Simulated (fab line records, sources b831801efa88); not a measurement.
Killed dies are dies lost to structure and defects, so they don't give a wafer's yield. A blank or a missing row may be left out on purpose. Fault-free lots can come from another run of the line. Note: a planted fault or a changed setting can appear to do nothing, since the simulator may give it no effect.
The tool behind it: which one?    flow gf180mcu    13 lots, 39 wafers sampled, at 6 steps of a route of 602

## WHAT EACH GAUGE READ, for each wafer
GF_LVPWELL_TW_MEAS_11.
lot   measured     on             LVPWELL_TW
L512  day 3 21:13  film-metro-02  553 552 554
L513  day 4 03:27  film-metro-02  557 558 553
L516  day 4 20:24  film-metro-04  566 565 561
L517  day 5 01:37  film-metro-02  554 553 551
L518  day 5 06:15  film-metro-02  552 552 553
L521  day 5 17:04  film-metro-04  683 685 681
L523  day 6 06:01  film-metro-01  557 557 556
L524  day 6 13:02  film-metro-04  570 569 572
L525  day 6 15:34  film-metro-04  573 571 573
L529  day 7 18:37  film-metro-01  667 669 666
L530  day 7 21:54  film-metro-02  562 556 557
L533  day 8 23:29  film-metro-01  558 558 558
L535  day 9 08:56  film-metro-02  562 562 562

GF_VT_IMPLANT_OVL_MEAS_29.
lot   measured      on          VT_IMPLANT_02_OVL (nm)
L512  day 6 15:52   overlay-01  3.0 3.1 0.4
L513  day 6 22:04   overlay-02  -1.6 -1.1 -0.1
L516  day 7 16:15   overlay-02  1.5 0.9 0.8
L517  day 8 00:28   overlay-01  0.0 1.1 0.6
L518  day 8 06:58   overlay-02  2.7 0.3 0.4
L521  day 9 01:58   overlay-01  -0.6 0.3 0.2
L523  day 9 16:31   overlay-01  0.6 -1.1 0.0
L524  day 9 22:00   overlay-02  1.7 1.1 0.4
L525  day 10 04:34  overlay-02  1.3 1.9 2.4
L529  day 11 11:34  overlay-01  1.4 -0.8 0.8
L530  day 11 13:19  overlay-02  0.3 0.6 0.6
L533  day 12 19:00  overlay-01  2.9 1.1 1.0
L535  day 13 07:57  overlay-01  2.1 0.8 0.0

GF_VT_IMPLANT_RS_MEAS_48: the measuring method here is four-point-probe.
lot   measured      on             LVPWELL_RS (ohm/sq)
L512  day 7 08:32   film-metro-02  1196.9 1197.4 1198.0
L513  day 7 14:19   film-metro-02  1194.4 1195.6 1192.3
L516  day 8 09:53   film-metro-01  1194.7 1198.2 1195.2
L517  day 8 18:37   film-metro-02  1197.3 1195.6 1195.7
L518  day 9 01:12   film-metro-01  1198.7 1197.9 1198.7
L521  day 9 20:29   film-metro-01  841.4 843.8 841.9
L523  day 10 11:05  film-metro-02  1195.9 1196.1 1193.1
L524  day 10 17:15  film-metro-04  1193.7 1193.4 1194.3
L525  day 10 23:32  film-metro-02  1192.0 1190.4 1192.8
L529  day 12 07:32  film-metro-04  841.3 843.3 844.1
L530  day 12 08:46  film-metro-01  1198.4 1198.5 1199.0
L533  day 13 15:50  film-metro-02  1194.5 1196.9 1196.0
L535  day 14 09:35  film-metro-01  1192.5 1191.9 1194.8

GF_HV_LDD_OVL_MEAS_20.
lot   measured      on          HV_LDD_01_OVL (nm)
L512  day 10 16:56  overlay-02  1.3 0.7 -1.1
L513  day 10 22:26  overlay-01  0.6 0.3 1.5
L516  day 11 20:17  overlay-01  1.3 1.3 0.9
L517  day 12 05:29  overlay-01  -0.3 -0.9 0.0
L518  day 12 12:53  overlay-02  2.0 3.4 1.6
L521  day 13 13:32  overlay-02  3.0 0.3 2.3
L523  day 14 02:44  overlay-02  -1.2 0.9 0.2
L524  day 14 14:35  overlay-02  1.1 0.4 1.2
L525  day 14 14:43  overlay-02  1.4 2.4 -0.2
L529  day 16 04:32  overlay-02  0.8 -1.7 -2.3
L530  day 16 09:10  overlay-01  0.6 2.4 0.6
L533  day 17 16:46  overlay-01  1.8 0.5 2.6
L535  day 18 13:17  overlay-01  -0.3 -2.9 -1.4

GF_PSD_CD_MEAS_07: target cd 400 nm.
lot   measured      on         cd-nm (nm)
L512  day 14 07:06  cd-sem-02  400.9 399.8 401.2
L513  day 14 11:34  cd-sem-02  397.6 399.6 399.1
L516  day 15 11:22  cd-sem-02  403.2 401.6 402.7
L517  day 15 20:56  cd-sem-02  400.6 399.8 400.5
L518  day 16 04:43  cd-sem-01  400.2 399.0 398.9
L521  day 17 09:30  cd-sem-02  401.7 401.6 401.3
L523  day 17 23:53  cd-sem-01  398.9 398.9 400.9
L524  day 18 14:06  cd-sem-02  397.2 397.5 398.6
L525  day 18 14:30  cd-sem-02  397.6 399.7 399.5
L529  day 20 09:43  cd-sem-02  401.5 400.1 400.7
L530  day 20 12:58  cd-sem-01  399.8 398.3 398.2
L533  day 21 22:16  cd-sem-02  399.3 399.2 398.0
L535  day 22 18:19  cd-sem-02  397.8 399.4 397.4

## EACH LOT AND THE TOOL THAT RAN IT (in order: tool; ch and the chambers of the sampled wafers; start)
lot   GF_LVPWELL_IMPLANT_08
L512  implanter-03 ch 0, day 3 20:50
L513  implanter-03 ch 0, day 4 03:04
L516  implanter-02 ch 0, day 4 20:00
L517  implanter-02 ch 0, day 5 01:13
L518  implanter-03 ch 0, day 5 05:51
L521  implanter-01 ch 0, day 5 16:21
L523  implanter-02 ch 0, day 6 05:38
L524  implanter-03 ch 0, day 6 12:38
L525  implanter-01 ch 0, day 6 15:12
L529  implanter-03 ch 0, day 7 17:55
L530  implanter-02 ch 0, day 7 21:31
L533  implanter-02 ch 0, day 8 23:05
L535  implanter-03 ch 0, day 9 08:32
- GF_LVPWELL_IMPLANT_08

## AS READ BY THE TOOLS THEMSELVES (means over the sampled wafers that have a number; for cases with no such wafer, the mark the record gives instead)
GF_LVPWELL_IMPLANT_08.
lot   tool          dose-ions-cm2
L512  implanter-03  1.4999e+13
L513  implanter-03  1.5004e+13
L516  implanter-02  1.5013e+13
L517  implanter-02  1.4993e+13
L518  implanter-03  1.4991e+13
L521  implanter-01  1.5009e+13
L523  implanter-02  1.5005e+13
L524  implanter-03  1.4999e+13
L525  implanter-01  1.4999e+13
L529  implanter-03  1.4999e+13
L530  implanter-02  1.4985e+13
L533  implanter-02  1.4972e+13
L535  implanter-03  1.4995e+13

## THE ANSWER, worked out from the rows above alone
Rule: what is usual is taken from the lots themselves. The widest of any qualifying gaps counts: lots, ordered by their means at a reading, are off when they make up no more than a third of the lots, leave a main group of 4 or more, and stand apart from it by 3 or more times the standard deviation of that group's means. A main group is skipped when, at the precision printed for the reading in the tables above, its means are all equal. Also off: a lot with no number at a reading for which 4 or more lots have one. Any other lot the step has rows for is counted as sound. First the gauges in route order, then the tools' own readings, where a lot's mean is used as printed above. The first step at which some lot is off is used, and at that step the reading that is off furthest; a lot without a number counts as furthest.
Off: L521, L529, seen at GF_LVPWELL_TW_MEAS_11 (LVPWELL_TW). For the main group the mean is 560 and the standard deviation 6.6.
A tool fits if, at a process step before that reading, it ran every lot that is off, and no sound lot after the first of them. Those tools and the gauges at GF_LVPWELL_TW_MEAS_11 are tried in the same way. Of those tried, none fits.

## WHAT THE SIMULATOR HAD INSERTED
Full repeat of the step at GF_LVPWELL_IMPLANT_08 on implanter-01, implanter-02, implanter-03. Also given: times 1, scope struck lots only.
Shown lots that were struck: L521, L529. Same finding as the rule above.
